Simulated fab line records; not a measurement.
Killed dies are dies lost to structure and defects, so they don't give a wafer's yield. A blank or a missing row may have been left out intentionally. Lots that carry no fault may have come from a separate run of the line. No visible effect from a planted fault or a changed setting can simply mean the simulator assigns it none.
The tool behind it: which one? | flow gf180mcu | 7 lots with 21 wafers sampled at 2 steps, on a route of 602 steps

== WHAT THE GAUGES READ, wafer by wafer ==
GF_V4_THK_MEAS_03.
lot  | measured     | on            | V4_CVD_02_THK (nm)
L906 | day 24 02:04 | film metro-04 | 846 853 860
L913 | day 26 12:05 | film metro-03 | 848 853 859
L915 | day 27 07:50 | film metro-03 | 851 871 855
L920 | day 28 18:03 | film metro-03 | 848 849 843
L922 | day 29 15:36 | film metro-03 | 841 850 860
L924 | day 29 19:42 | film metro-04 | 845 848 867
L926 | day 30 11:20 | film metro-04 | 840 848 853

== WHICH TOOL RAN EACH LOT (tool, then ch and the chambers of the sampled wafers, then the start) ==
lot  | GF_M4_SPUTTER_03
L906 | pvd sputter-04, day 23 01:53
L913 | pvd sputter-03, day 25 13:47
L915 | pvd sputter-03, day 26 10:53
L920 | pvd sputter-04, day 27 21:12
L922 | pvd sputter-01, day 28 19:50
L924 | pvd sputter-01, day 28 23:31
L926 | pvd sputter-03, day 29 15:29
- GF_M4_SPUTTER_03: material Ti, target thk 10 nm, time 6.7 s.

== THE ANSWER, worked out from the rows above alone ==
Rule: the lots themselves supply what counts as usual. The widest of any qualifying gaps counts: lots, ordered by their means at a reading, are off when they make up no more than a third of the lots, leave a main group of 4 or more, and stand apart from it by 3 or more times the standard deviation of that group's means. A main group whose means are all the same, to the digits that the tables above print for the reading, isn't used. Also off: a lot with no number at a reading for which 4 or more lots have one. Where the step has rows for the other lots, those lots are counted as sound.
None of the lots is off at any reading shown; this tells nothing.

== WHAT THE SIMULATOR PUT IN ==
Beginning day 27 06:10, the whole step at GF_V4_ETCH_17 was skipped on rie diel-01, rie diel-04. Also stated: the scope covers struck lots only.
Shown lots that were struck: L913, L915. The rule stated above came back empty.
